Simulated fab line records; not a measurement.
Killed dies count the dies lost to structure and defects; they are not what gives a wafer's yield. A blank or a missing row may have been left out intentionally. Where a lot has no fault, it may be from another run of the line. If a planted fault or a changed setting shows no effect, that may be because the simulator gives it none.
Which tool was responsible? || flow sky130 || Sampling: 10 lots, 30 wafers, 3 of 708 route steps

WHAT THE GAUGES READ, wafer by wafer
SKY_POLY_GATE_THK_MEAS_01.
{"lot": "L750", "measured": "day 14 18:06", "on": "film metro-01", "POLY_GATE_CVD_00_THK (nm)": "180.0 180.1 180.3"}
{"lot": "L752", "measured": "day 15 11:55", "on": "film metro-01", "POLY_GATE_CVD_00_THK (nm)": "163.4 147.2 139.7 163.4 147.1 139.7"}
{"lot": "L753", "measured": "day 15 21:29", "on": "film metro-03", "POLY_GATE_CVD_00_THK (nm)": "138.4 154.2 160.4 138.3 154.0 160.3"}
{"lot": "L754", "measured": "day 16 09:28", "on": "film metro-03", "POLY_GATE_CVD_00_THK (nm)": "133.8 127.9 125.8 133.7 127.8 125.8"}
{"lot": "L763", "measured": "day 19 11:40", "on": "film metro-01", "POLY_GATE_CVD_00_THK (nm)": "177.6 177.5 176.7"}
{"lot": "L765", "measured": "day 20 03:22", "on": "film metro-03", "POLY_GATE_CVD_00_THK (nm)": "179.5 179.8 179.8"}
{"lot": "L766", "measured": "day 20 15:08", "on": "film metro-01", "POLY_GATE_CVD_00_THK (nm)": "178.4 180.3 178.8"}
{"lot": "L767", "measured": "day 20 20:50", "on": "film metro-01", "POLY_GATE_CVD_00_THK (nm)": "177.4 175.6 177.3"}
{"lot": "L768", "measured": "day 21 03:33", "on": "film metro-01", "POLY_GATE_CVD_00_THK (nm)": "179.4 180.2 179.2"}
{"lot": "L771", "measured": "day 22 03:20", "on": "film metro-03", "POLY_GATE_CVD_00_THK (nm)": "179.4 178.7 179.8"}

TOOL THAT RAN EACH LOT (tool first, then ch and the chambers of the sampled wafers, then the start)
{"lot": "L750", "SKY_VT_ADJUST_NCORE_STRIP_10": "plasma asher-03 ch 0,1, day 9 05:41", "SKY_POLY_GATE_CVD_00": "lpcvd-01 ch 1, day 14 16:52"}
{"lot": "L752", "SKY_VT_ADJUST_NCORE_STRIP_10": "plasma asher-03 ch 0,1, day 9 19:34", "SKY_POLY_GATE_CVD_00": "lpcvd-01 ch 1, day 15 10:42"}
{"lot": "L753", "SKY_VT_ADJUST_NCORE_STRIP_10": "plasma asher-02 ch 0,1, day 10 04:33", "SKY_POLY_GATE_CVD_00": "lpcvd-01 ch 0, day 15 20:17"}
{"lot": "L754", "SKY_VT_ADJUST_NCORE_STRIP_10": "plasma asher-04 ch 0,1, day 10 12:35", "SKY_POLY_GATE_CVD_00": "lpcvd-01 ch 0, day 16 08:16"}
{"lot": "L763", "SKY_VT_ADJUST_NCORE_STRIP_10": "plasma asher-02 ch 0,1, day 13 00:08", "SKY_POLY_GATE_CVD_00": "lpcvd-01 ch 1, day 19 09:50"}
{"lot": "L765", "SKY_VT_ADJUST_NCORE_STRIP_10": "plasma asher-02 ch 0,1, day 13 15:16", "SKY_POLY_GATE_CVD_00": "lpcvd-01 ch 0, day 20 02:10"}
{"lot": "L766", "SKY_VT_ADJUST_NCORE_STRIP_10": "plasma asher-02 ch 0,1, day 14 00:37", "SKY_POLY_GATE_CVD_00": "lpcvd-01 ch 0, day 20 13:56"}
{"lot": "L767", "SKY_VT_ADJUST_NCORE_STRIP_10": "plasma asher-02 ch 0,1, day 14 07:01", "SKY_POLY_GATE_CVD_00": "lpcvd-01 ch 1, day 20 19:37"}
{"lot": "L768", "SKY_VT_ADJUST_NCORE_STRIP_10": "plasma asher-03 ch 0,1, day 14 12:16", "SKY_POLY_GATE_CVD_00": "lpcvd-01 ch 0, day 21 02:20"}
{"lot": "L771", "SKY_VT_ADJUST_NCORE_STRIP_10": "plasma asher-04 ch 0,1, day 15 10:59", "SKY_POLY_GATE_CVD_00": "lpcvd-01 ch 0, day 22 02:08"}
- SKY_VT_ADJUST_NCORE_STRIP_10: strips in O2/N2.
- SKY_POLY_GATE_CVD_00: deposits poly-Si, target thk 180 nm, time 720 s.

THE ANSWER, worked out from the rows above alone
Rule: what is usual is taken from the lots themselves. The widest of any qualifying gaps counts: lots, ordered by their means at a reading, are off when they make up no more than a third of the lots, leave a main group of 4 or more, and stand apart from it by 3 or more times the standard deviation of that group's means. A main group whose means are all the same, to the digits that the tables above print for the reading, isn't used. A lot without any number at a reading at which 4 lots or more have one is off too. Any other lot the step has rows for is counted as sound.
Off: L752, L753, L754, seen at SKY_POLY_GATE_THK_MEAS_01 (POLY_GATE_CVD_00_THK). The main group has a mean of 178.8 nm with a standard deviation of 1.2.
If a tool, at a process step before that reading, ran all the lots that are off and no sound lot after the first of them, it fits. Gauges at SKY_POLY_GATE_THK_MEAS_01: tried the same way as those tools. None of those tried fits.

WHAT WAS PUT IN BY THE SIMULATOR
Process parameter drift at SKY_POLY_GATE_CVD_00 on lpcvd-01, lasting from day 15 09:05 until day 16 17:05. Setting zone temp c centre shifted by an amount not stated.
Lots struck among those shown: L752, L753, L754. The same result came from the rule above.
